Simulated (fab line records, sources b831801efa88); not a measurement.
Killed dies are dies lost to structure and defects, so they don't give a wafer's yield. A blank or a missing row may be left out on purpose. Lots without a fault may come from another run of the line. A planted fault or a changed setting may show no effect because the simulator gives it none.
Which tool did it? | flow gf180mcu | 14 lots, 42 wafers sampled, at 4 steps of a route of 602

WHAT THE GAUGES READ, wafer by wafer
GF_M2_OVL_MEAS_15. Usual: M2_OVL 1 nm, standard deviation 5.7.
lot  | measured     | on         | M2_OVL (nm) | flag
L969 | day 19 08:01 | overlay-02 | 2 0 5       |
L974 | day 21 05:45 | overlay-01 | 6 10 9      |
L976 | day 22 00:54 | overlay-01 | -4 3 3      |
L977 | day 22 14:29 | overlay-02 | -5 -6 -7    |
L978 | day 22 20:32 | overlay-01 | 1 -3 -4     |
L979 | day 23 04:51 | overlay-02 | 7 12 10     |
L980 | day 23 14:34 | overlay-01 | 7 6 5       |
L986 | day 25 10:38 | overlay-02 | -2 -6 -8    |
L987 | day 25 17:37 | overlay-02 | 2 -7 -8     |
L988 | day 26 02:23 | overlay-02 | -11 -5 -7   |
L989 | day 26 10:24 | overlay-01 | 2 5 5       |
L990 | day 26 20:54 | overlay-01 | 0 10 4      |
L991 | day 26 21:37 | overlay-01 | 7 7 5       |
L992 | day 27 02:43 | overlay-02 | 7 6 -2      |

WHICH TOOL RAN EACH LOT (tool, then ch and the chambers of the sampled wafers, then the start)
lot  | GF_SALICIDE_RTA_06               | GF_V1_SPUTTER_22             | GF_M2_SPUTTER_01
L969 | rtp_anneal-01 ch 0, day 15 07:29 | pvd_sputter-04, day 18 07:13 | pvd_sputter-04, day 18 07:57
L974 | rtp_anneal-02 ch 0, day 17 01:22 | pvd_sputter-02, day 20 05:31 | pvd_sputter-04, day 20 06:15
L976 | rtp_anneal-02 ch 0, day 17 19:15 | pvd_sputter-02, day 21 00:04 | pvd_sputter-04, day 21 00:47
L977 | rtp_anneal-02 ch 0, day 18 07:47 | pvd_sputter-04, day 21 13:40 | pvd_sputter-01, day 21 14:24
L978 | rtp_anneal-02 ch 0, day 18 14:06 | pvd_sputter-03, day 21 20:16 | pvd_sputter-04, day 21 21:00
L979 | rtp_anneal-01 ch 0, day 18 23:46 | pvd_sputter-03, day 22 05:01 | pvd_sputter-02, day 22 05:46
L980 | rtp_anneal-02 ch 0, day 19 09:50 | pvd_sputter-03, day 22 15:00 | pvd_sputter-04, day 22 15:44
L986 | rtp_anneal-01 ch 0, day 21 10:25 | pvd_sputter-02, day 24 12:10 | pvd_sputter-01, day 24 12:53
L987 | rtp_anneal-01 ch 0, day 21 14:46 | pvd_sputter-04, day 24 16:28 | pvd_sputter-02, day 24 19:53
L988 | rtp_anneal-01 ch 0, day 22 04:07 | pvd_sputter-03, day 25 04:01 | pvd_sputter-02, day 25 04:44
L989 | rtp_anneal-02 ch 0, day 22 13:08 | pvd_sputter-02, day 25 12:35 | pvd_sputter-01, day 25 13:19
L990 | rtp_anneal-02 ch 0, day 22 23:59 | pvd_sputter-03, day 25 23:06 | pvd_sputter-04, day 25 23:50
L991 | rtp_anneal-02 ch 0, day 23 02:20 | pvd_sputter-03, day 26 00:28 | pvd_sputter-04, day 26 01:12
L992 | rtp_anneal-02 ch 0, day 23 07:26 | pvd_sputter-03, day 26 05:12 | pvd_sputter-02, day 26 05:56
- GF_SALICIDE_RTA_06: time 30 s.
- GF_V1_SPUTTER_22: material TiN, target thk 10 nm, time 40 s.
- GF_M2_SPUTTER_01: material TiN, target thk 30 nm, time 25 s.

WHAT THE TOOLS THEMSELVES READ (means of the sampled wafers that have a number; where no wafer has one, the mark that the record gives instead)
GF_SALICIDE_RTA_06. Usual: lamp_power_pct 6.8 %, standard deviation 0.42; wafer_temp_C_max 531.5, standard deviation 0.37.
lot  | tool          | lamp_power_pct (%) | wafer_temp_C_max | flag
L969 | rtp_anneal-01 | 6.2                | 531.6            |
L974 | rtp_anneal-02 | 7.1                | 531.5            |
L976 | rtp_anneal-02 | 7.1                | 531.2            |
L977 | rtp_anneal-02 | 7.1                | 531.4            |
L978 | rtp_anneal-02 | 5.2                | 460.6            | OFF
L979 | rtp_anneal-01 | 6.2                | 531.2            |
L980 | rtp_anneal-02 | 5.2                | 461.2            | OFF
L986 | rtp_anneal-01 | 6.2                | 531.3            |
L987 | rtp_anneal-01 | 6.2                | 531.8            |
L988 | rtp_anneal-01 | 6.2                | 531.5            |
L989 | rtp_anneal-02 | 7.1                | 531.0            |
L990 | rtp_anneal-02 | 7.1                | 531.9            |
L991 | rtp_anneal-02 | 7.1                | 531.4            |
L992 | rtp_anneal-02 | 7.1                | 531.3            |

GF_V1_SPUTTER_22. Usual: throttle_valve_pct 30.6 %, standard deviation 1.1.
lot  | tool           | throttle_valve_pct (%) | flag
L969 | pvd_sputter-04 | 30.0                   |
L974 | pvd_sputter-02 | 30.3                   |
L976 | pvd_sputter-02 | 30.4                   |
L977 | pvd_sputter-04 | 30.7                   |
L978 | pvd_sputter-03 | 31.2                   |
L979 | pvd_sputter-03 | 30.1                   |
L980 | pvd_sputter-03 | 31.2                   |
L986 | pvd_sputter-02 | 30.3                   |
L987 | pvd_sputter-04 | 31.1                   |
L988 | pvd_sputter-03 | 30.5                   |
L989 | pvd_sputter-02 | 30.9                   |
L990 | pvd_sputter-03 | 30.6                   |
L991 | pvd_sputter-03 | 29.6                   |
L992 | pvd_sputter-03 | 30.9                   |

GF_M2_SPUTTER_01. Usual: throttle_valve_pct 29.9 %, standard deviation 1.3.
lot  | tool           | throttle_valve_pct (%) | flag
L969 | pvd_sputter-04 | 30.2                   |
L974 | pvd_sputter-04 | 30.6                   |
L976 | pvd_sputter-04 | 30.6                   |
L977 | pvd_sputter-01 | 28.8                   |
L978 | pvd_sputter-04 | 31.1                   |
L979 | pvd_sputter-02 | 31.2                   |
L980 | pvd_sputter-04 | 30.4                   |
L986 | pvd_sputter-01 | 27.4                   |
L987 | pvd_sputter-02 | 30.6                   |
L988 | pvd_sputter-02 | 30.2                   |
L989 | pvd_sputter-01 | 28.9                   |
L990 | pvd_sputter-04 | 30.3                   |
L991 | pvd_sputter-04 | 30.6                   |
L992 | pvd_sputter-02 | 30.7                   |

THE ANSWER, worked out from the rows above alone
Rule: a lot is off if the mean of its wafers that have a number lies more than 3 standard deviations from the usual mean. A lot without any number at a reading at which 4 lots or more have one is off too. The other lots that the step has rows for count as sound. The gauges are gone through in route order, then the tools' own readings, and for those a lot's mean is taken as printed above. The first step at which some lot is off is used, and at that step the reading that is off furthest; a lot without a number counts as furthest.
Off: L978, L980, at GF_SALICIDE_RTA_06 (wafer_temp_C_max).
A tool fits if, at that step or a process step before it, it ran every lot that is off, and no sound lot after the first of them. None of those tried fits.

WHAT THE SIMULATOR HAD PUT IN
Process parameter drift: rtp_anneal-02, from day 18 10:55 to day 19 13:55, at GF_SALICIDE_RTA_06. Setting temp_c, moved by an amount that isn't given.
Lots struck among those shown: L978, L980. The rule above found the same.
